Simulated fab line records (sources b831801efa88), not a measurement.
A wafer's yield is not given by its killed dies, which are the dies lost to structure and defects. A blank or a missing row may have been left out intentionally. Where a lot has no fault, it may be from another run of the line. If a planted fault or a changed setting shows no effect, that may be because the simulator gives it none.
Which tool is to blame?	flow sfqLine	15 lots, 43 wafers sampled, at 1 step of a route of 325

## WHAT EACH GAUGE READ, for each wafer
SFQ_M1_OVL_MEAS_911.
lot	measured	on	M1_OVL (nm)
L295	day 13 09:14	overlay-01	4 12 5
L296	day 13 12:50	overlay-01	-2 1 -3
L297	day 13 17:39	overlay-02	-1 -6 -2
L299	day 14 09:15	overlay-01	-6 -2 -4
L300	day 14 15:14	overlay-01	-1 5
L302	day 15 00:50	overlay-01	4 -2
L308	day 17 04:24	overlay-02	-3 7 -3
L309	day 17 21:08	overlay-01	3 5 1
L310	day 18 01:56	overlay-02	-7 -5 2
L311	day 18 10:20	overlay-01	-1 -2 1
L312	day 18 15:08	overlay-02	4 4 4
L313	day 18 23:32	overlay-02	-5 5 -1
L314	day 19 03:53	overlay-01	7 6 10
L315	day 19 17:05	overlay-02	-1 -1 5
L316	day 20 00:18	overlay-01	3 11 6

## TOOL THAT RAN EACH LOT (tool first, then ch and the chambers of the sampled wafers, then the start)
Record: no process step prior to these readings.

## WHAT THE TOOLS THEMSELVES READ (means of the sampled wafers that have a number; where no wafer has one, the mark that the record gives instead)
The record holds no such reading with a usual standard deviation.

## THE ANSWER, worked out from the rows above alone
Rule: usual is defined by the lots themselves. The widest of any qualifying gaps counts: lots, ordered by their means at a reading, are off when they make up no more than a third of the lots, leave a main group of 4 or more, and stand apart from it by 3 or more times the standard deviation of that group's means. A main group is skipped when, at the precision printed for the reading in the tables above, its means are all equal. A lot without any number at a reading at which 4 lots or more have one is off too. All remaining lots with rows at the step are treated as sound. First the gauges in route order, then the tools' own readings, where a lot's mean is used as printed above. The first step at which some lot is off is used, and at that step the reading that is off furthest; a lot without a number counts as furthest.
Nothing can be told from this: no lot is off at any reading shown.

## WHAT WAS PUT IN BY THE SIMULATOR
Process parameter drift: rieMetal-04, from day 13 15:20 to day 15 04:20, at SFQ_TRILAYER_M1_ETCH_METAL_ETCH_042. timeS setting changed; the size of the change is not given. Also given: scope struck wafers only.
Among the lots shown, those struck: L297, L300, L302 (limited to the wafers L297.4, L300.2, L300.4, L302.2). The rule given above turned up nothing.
